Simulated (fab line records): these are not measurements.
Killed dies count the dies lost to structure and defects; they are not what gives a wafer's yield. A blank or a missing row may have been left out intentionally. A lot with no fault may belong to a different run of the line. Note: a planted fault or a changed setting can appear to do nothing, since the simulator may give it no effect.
fab line records | flow sky130
record lots=12 wafers=36 lastDay=50
route steps=708 shown PWDE@52 METAL4@628 METAL5@667 PASSIVATION@693 PAD_OPEN@708
lots with no fault: from the same line, run without faults
startH: hours from the record's first day to the start of the lot's first wafer shown | waitH: time in hours since the lot's previous step | " identical to the entry in the row above | L1.1+2: one row covering several wafers at once | - no value present, or no start provided | * or withheld: withheld | < > ~ a bound
route shown NAME@n: names a module that has steps shown in the file, with the first one's number in the route | usual: average and standard deviation across the fault-free wafers | same: alike in all rows | chamber/n: place in a boat | sites: the reading at each site | _std_site: the standard deviation of these | _edge_site: mean of outer sites minus mean of inner sites | radiusMm: for every site, how far away it sits from the centre of the wafer | mask NAME#n: copy n | behind: the last tool/chamber to shape the wafer | hold: why the lot went on hold/how many hours it stayed there/how the hold came to an end | device: whichever transistor did not switch (one of n, p or np) | end of line: the route-end tests of the same wafers | a step given without rows: its recipe and nothing more | killed: not the wafer's yield, but the dies lost to structure and defects at the first sort | map: dies across one wafer; x = killed, . = not, _ = none there
set.NAME: the setting as run; set.NAME@STEP: as run at that earlier step | model.NAME: the simulator's own value behind a step, which no gauge read
a sample of lots followed through the steps of the route, with each step as a table and each wafer as a row
services: when a tool's chamber went out of use (startH, in hours from the record's first day, below 0 if earlier), for how many hours, and the reason
## steps
# step SKY_PWDE_OVL_MEAS_07
# usual PWDE_OVL=-0.5/1.4
# columns lot.wafer tool chamber startH waitH PWDE_OVL[nm]
L739.1 overlay-02 - 70.41 - -1.8
L739.2 " - " " -1.2
L739.5 " - " " -1.8
L740.2 overlay-02 - 76.10 - -0.8
L740.3 " - " " -1.0
L740.6 " - " " -1.3
L744.1 overlay-01 - 98.26 - 0.7
L744.2 " - " " 0.5
L744.6 " - " " -2.1
L745.1 overlay-01 - 105.68 - -1.2
L745.3 " - " " 1.2
L745.5 " - " " -0.8
L746.1 overlay-01 - 124.01 - 1.1
L746.2 " - " " 0.3
L746.4 " - " " 1.6
L753.1 overlay-02 - 149.31 - -3.2
L753.2 " - " " -3.1
L753.5 " - " " -2.7
L754.1 overlay-01 - 154.51 - -1.2
L754.5 " - " " -1.7
L754.6 " - " " -1.5
L756.2 overlay-02 - 166.15 - -0.9
L756.4 " - " " 0.4
L756.6 " - " " -0.6
L758.3 overlay-01 - 177.84 - 1.8
L758.4 " - " " -0.7
L758.5 " - " " 1.1
L759.1 overlay-02 - 178.86 - -0.4
L759.2 " - " " -0.1
L759.3 " - " " -1.4
L761.2 overlay-02 - 193.23 - -1.2
L761.4 " - " " -3.3
L761.5 " - " " -2.0
L762.3 overlay-01 - 196.58 - -0.7
L762.4 " - " " -0.9
L762.6 " - " " -1.5
# step SKY_METAL4_DEVELOP_12
# recipe developTimeS=60 resist=KrF-thick devTempC=21
# usual developerTempC=20.99/0.094 resistLineTempC=23.01/0.11
# columns lot.wafer tool chamber startH waitH developerTempC resistLineTempC
L739.1 lithoTrack-02 0 973 - 21.04 23.07
L739.2 " 0 " " 21.00 23.01
L739.5 " 0 " " 21.00 22.90
L740.2 lithoTrack-02 0 983 - 21.12 23.20
L740.3 " 0 " " 21.17 23.10
L740.6 " 0 " " 21.06 23.03
L745.1 lithoTrack-02 0 1038 - 20.90 23.04
L745.3 " 0 " " 21.03 22.99
L745.5 " 0 " " 21.02 23.06
L744.1 lithoTrack-02 0 1039 - 21.14 23.07
L744.2 " 0 " " 21.04 23.03
L744.6 " 0 " " 21.13 22.82
L746.1 lithoTrack-03 0 1046 - 21.00 22.91
L746.2 " 0 " " 21.15 22.97
L746.4 " 0 " " 20.88 23.03
L753.1 lithoTrack-02 0 1070 - 21.84 23.01
L753.2 " 0 " " 21.79 22.94
L753.5 " 0 1071 - 21.88 22.89
L754.1 lithoTrack-02 0 1077 - 21.65 22.90
L754.5 " 0 " " 21.79 22.82
L754.6 " 0 " " 21.71 22.99
L756.2 lithoTrack-01 0 1103 - 20.93 22.96
L756.4 " 0 " " 20.95 22.92
L756.6 " 0 " " 20.95 22.87
L758.3 lithoTrack-03 0 1107 - 20.94 22.90
L758.4 " 0 " " 20.90 22.93
L758.5 " 0 " " 20.75 22.95
L759.1 lithoTrack-03 0 1108 - 20.98 22.98
L759.2 " 0 " " 20.99 23.13
L759.3 " 0 " " 20.95 23.24
L761.2 lithoTrack-03 0 1115 - 21.00 23.04
L761.4 " 0 " " 20.95 22.97
L761.5 " 0 " " 21.00 22.91
L762.3 lithoTrack-01 0 1117 - 20.86 22.98
L762.4 " 0 " " 20.94 23.01
L762.6 " 0 " " 21.04 22.94
# step SKY_METAL5_THK_MEAS_06
# recipe thkMeasGauge=xrf reads=AlCu_of_METAL5_SPUTTER_02
# usual METAL5_ALCU_THK=1166/12
# columns lot.wafer tool chamber startH waitH METAL5_ALCU_THK[nm]
L739.1 filmMetro-03 - 1000.19 0.1 1150
L739.2 " - " " 1185
L739.5 " - " " 1183
L740.2 filmMetro-04 - 1009.61 0.1 1170
L740.3 " - " " 1166
L740.6 " - " " 1156
L745.1 filmMetro-02 - 1063.83 0.1 1177
L745.3 " - " " 1157
L745.5 " - " " 1177
L744.1 filmMetro-03 - 1064.89 0.1 1152
L744.2 " - " " 1149
L744.6 " - " " 1142
L746.1 filmMetro-02 - 1071.89 0.1 1155
L746.2 " - " " 1159
L746.4 " - " " 1153
L753.1 filmMetro-02 - 1095.73 0.1 1148
L753.2 " - " " 1163
L753.5 " - " " 1164
L754.1 filmMetro-03 - 1100.39 0.1 1155
L754.5 " - " " 1161
L754.6 " - " " 1139
L756.2 filmMetro-03 - 1128.34 0.1 1182
L756.4 " - " " 1184
L756.6 " - " " 1182
L758.3 filmMetro-04 - 1130.94 0.1 1174
L758.4 " - " " 1168
L758.5 " - " " 1173
L759.1 filmMetro-02 - 1133.30 0.1 1176
L759.2 " - " " 1171
L759.3 " - " " 1176
L761.2 filmMetro-03 - 1138.84 0.1 1177
L761.4 " - " " 1180
L761.5 " - " " 1176
L762.3 filmMetro-03 - 1140.31 0.1 1174
L762.4 " - " " 1176
L762.6 " - " " 1163
# step SKY_PASSIVATION_STRIP_12
# recipe chemistry=O2/N2 powerW=1400 pressureMtorr=1500 platenTempC=withheld overashFraction=0.7 o2FlowSccm=3000 n2FlowSccm=300
# usual drypumpMotorCurrentA=5.7/0.4 n2FlowSccm=300.0/0.93 oesProductAu=0.661/0.005 stripTimeToEndpointS=31.53/0.13
# columns lot.wafer tool chamber startH waitH drypumpMotorCurrentA n2FlowSccm oesProductAu rfHoursCounterH stripTimeToEndpointS
L739.1 plasmaAsher-03 0 1045.80 0.1 4.9 299.5 0.657 121 31.78
L739.2 " 1 " " 6.0 299.4 0.673 121 31.65
L739.5 " 1 " " 6.1 299.1 0.663 - 31.62
L740.2 plasmaAsher-02 0 1053.62 0.1 5.8 299.6 0.657 61 31.54
L740.3 " 1 " " 5.9 299.6 0.657 - 31.42
L740.6 " 0 " " 5.8 301.4 0.664 - 31.38
L745.1 plasmaAsher-02 0 1105.75 0.1 5.8 300.6 0.666 66 31.48
L745.3 " 1 " " 5.9 298.2 0.666 - 31.43
L745.5 " 1 " " 5.9 299.3 0.668 - 31.47
L744.1 plasmaAsher-01 1 1106.95 0.1 6.0 299.6 0.663 37 31.39
L744.2 " 0 " " 5.3 298.5 0.663 37 31.49
L744.6 " 0 " " 5.3 299.2 0.661 - 31.47
L746.1 plasmaAsher-02 0 1113.32 0.1 5.8 300.3 0.663 66 31.45
L746.2 " 1 " " 5.9 300.1 0.660 66 31.57
L746.4 " 0 " " 5.8 299.5 0.659 - 31.55
L753.1 plasmaAsher-03 0 1136.75 0.1 4.8 300.2 0.663 7 31.56
L753.2 " 1 " " 6.1 298.2 0.665 7 31.57
L753.5 " 0 " " 4.9 301.3 0.661 - 31.63
L754.1 plasmaAsher-02 0 1140.40 0.1 5.8 300.2 0.655 69 31.40
L754.5 " 1 " " 5.9 298.3 0.653 - 31.47
L754.6 " 0 " " 5.8 299.4 0.671 - 31.53
L756.2 plasmaAsher-03 0 1164.30 0.1 4.9 299.5 0.661 10 31.39
L756.4 " 1 " " 6.1 300.5 0.662 - 31.47
L756.6 " 1 " " 6.1 300.0 0.660 - 31.55
L758.3 plasmaAsher-02 1 1167.68 0.1 5.9 301.2 0.652 - 31.36
L758.4 " 0 " " 5.8 301.1 0.660 - 31.42
L758.5 " 1 " " 5.9 301.0 0.666 - 31.38
L759.1 plasmaAsher-01 0 1168.67 0.1 5.3 299.2 0.651 44 31.64
L759.2 " 1 " " 5.9 300.2 0.660 44 31.51
L759.3 " 1 " " 5.9 300.8 0.665 - 31.76
L761.2 plasmaAsher-03 1 1175.30 0.1 6.1 300.6 0.655 12 31.73
L761.4 " 1 " " 6.1 300.7 0.647 - 31.60
L761.5 " 0 " " 4.9 299.9 0.659 - 31.58
L762.3 plasmaAsher-02 1 1177.68 0.1 5.9 301.9 0.658 - 31.61
L762.4 " 0 " " 5.8 299.7 0.667 - 31.68
L762.6 " 1 " " 5.9 301.1 0.664 - 31.75
# step SKY_PAD_OPEN_PROBE_99
# usual defectLimitedYield=82.2/1.8 killed_at_M0_to_M3=44/6 killed_at_M4_up=3.3/2.1 killedAtContacts=25/5.5 killedAtFrontEnd=15/4.3 killedAtOther=0.2/0.41 killedDies=88/9.1 killedOpen=48/6.6 killedShort=39/6.7 sort_bin_3_pad_short=0.9/0.4 sort_bin_5_function=10.4/1.5 sort_bin_6_memory=6.5/1.1 sortNPass=404/9.1 sortYieldPct=82.2/1.8
# same grossDies=492 killedAtBackSide=0 sort_bin_4_leakage[%]=0 sort_bin_8_speed[%]=0
# columns lot.wafer tool chamber startH waitH defectLimitedYield[%] killed_at_M0_to_M3 killed_at_M4_up killedAtContacts killedAtFrontEnd killedAtOther killedDies killedOpen killedShort sort_bin_3_pad_short[%] sort_bin_5_function[%] sort_bin_6_memory[%] sortNPass sortYieldPct[%]
L746.1 prober-01 - 1135.88 0.1 81.5 49 5 23 14 0 91 44 47 0.4 10.2 7.9 401 81.5
L746.2 prober-01 - 1135.93 0.1 80.1 53 5 22 18 0 98 55 43 1.2 11.8 6.9 394 80.1
L746.4 prober-01 - 1136.03 0.2 80.3 55 2 26 14 0 97 45 51 0.6 11.4 7.7 395 80.3
L756.2 prober-01 - 1182.56 0.1 79.7 52 4 28 16 0 100 56 42 0.8 13.0 6.5 392 79.7
L756.4 prober-01 - 1182.66 0.2 82.9 50 0 17 16 1 84 43 40 1.0 9.3 6.7 408 82.9
L756.6 prober-01 - 1182.76 0.2 82.9 42 6 24 12 0 84 41 42 0.8 10.4 5.9 408 82.9
# killed by level:class
L746.1 CONTACT:geometricParticle:short=11 VIA1:geometricParticle:open=9 METAL1:geometricParticle:short=7 METAL2:geometricParticle:short=7 CONTACT:geometricParticle:open=6 VIA3:geometricParticle:open=5 VIA2:geometricParticle:open=5 LI_CONTACT:geometricParticle:open=5
L746.2 VIA1:geometricParticle:open=11 VIA3:geometricParticle:open=8 CONTACT:geometricParticle:open=7 VIA2:geometricParticle:open=7 METAL1:geometricParticle:short=6 VIA2:geometricParticle:short=6 LI_CONTACT:geometricParticle:open=5 FIELD_ISO:geometricParticle:open=4
L746.4 CONTACT:geometricParticle:open=11 METAL2:geometricParticle:short=10 VIA1:geometricParticle:open=9 METAL1:geometricParticle:short=8 POLY_GATE:geometricParticle:short=6 CONTACT:geometricParticle:short=6 VIA1:geometricParticle:short=6 VIA2:geometricParticle:open=6
L756.2 CONTACT:geometricParticle:open=19 VIA1:geometricParticle:open=13 VIA3:geometricParticle:open=7 METAL3:geometricParticle:short=6 METAL1:geometricParticle:short=6 LI_CONTACT:geometricParticle:open=5 FIELD_ISO:geometricParticle:short=4 VIA2:geometricParticle:open=4
L756.4 VIA1:geometricParticle:open=13 METAL2:geometricParticle:short=10 CONTACT:geometricParticle:open=6 FIELD_ISO:geometricParticle:open=5 VIA2:geometricParticle:open=5 LI_CONTACT:geometricParticle:short=4 LI_CONTACT:geometricParticle:open=4 VIA1:geometricParticle:short=4
L756.6 CONTACT:geometricParticle:open=9 VIA2:geometricParticle:open=8 CONTACT:geometricParticle:short=7 VIA1:geometricParticle:short=6 VIA1:geometricParticle:open=6 METAL1:geometricParticle:short=5 VIA3:geometricParticle:open=5 LI_CONTACT:geometricParticle:short=4
## services
# columns tool chamber startH hours kind
plasmaAsher-03 - 1021.19 6.6 repair
plasmaAsher-01 - 1028.74 1.6 repair
plasmaAsher-03 - 1055.25 9.0 pm
plasmaAsher-03 0 1055.25 9.0 ventCycle
plasmaAsher-03 1 1055.25 9.0 ventCycle
plasmaAsher-03 0 1064.25 - clean
plasmaAsher-03 1 1064.25 - clean
plasmaAsher-02 - 1122.54 0.7 repair
plasmaAsher-02 - 1133.45 2.8 pm
plasmaAsher-02 - 1154.22 3.8 repair
plasmaAsher-01 - 1174.11 2.1 repair
## key
firstSign step=SKY_METAL4_DEVELOP_12 reading=developerTempC direction=up sigmas=8.4 usual=* struck=*
effect none on later readings
metAt SKY_METAL4_DEVELOP_12
struckLots L753,L754
notActingAt SKY_PWDE_OVL_MEAS_07,SKY_METAL5_THK_MEAS_06,SKY_PASSIVATION_STRIP_12
onsetBetween 1039 1070
fault kind=processParameterDrift tool=lithoTrack-02 chamber=- onsetH=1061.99 steps=SKY_METAL4_DEVELOP_12 channel=devTempC offset=* shape=step endH=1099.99 actsIn=* stated=*
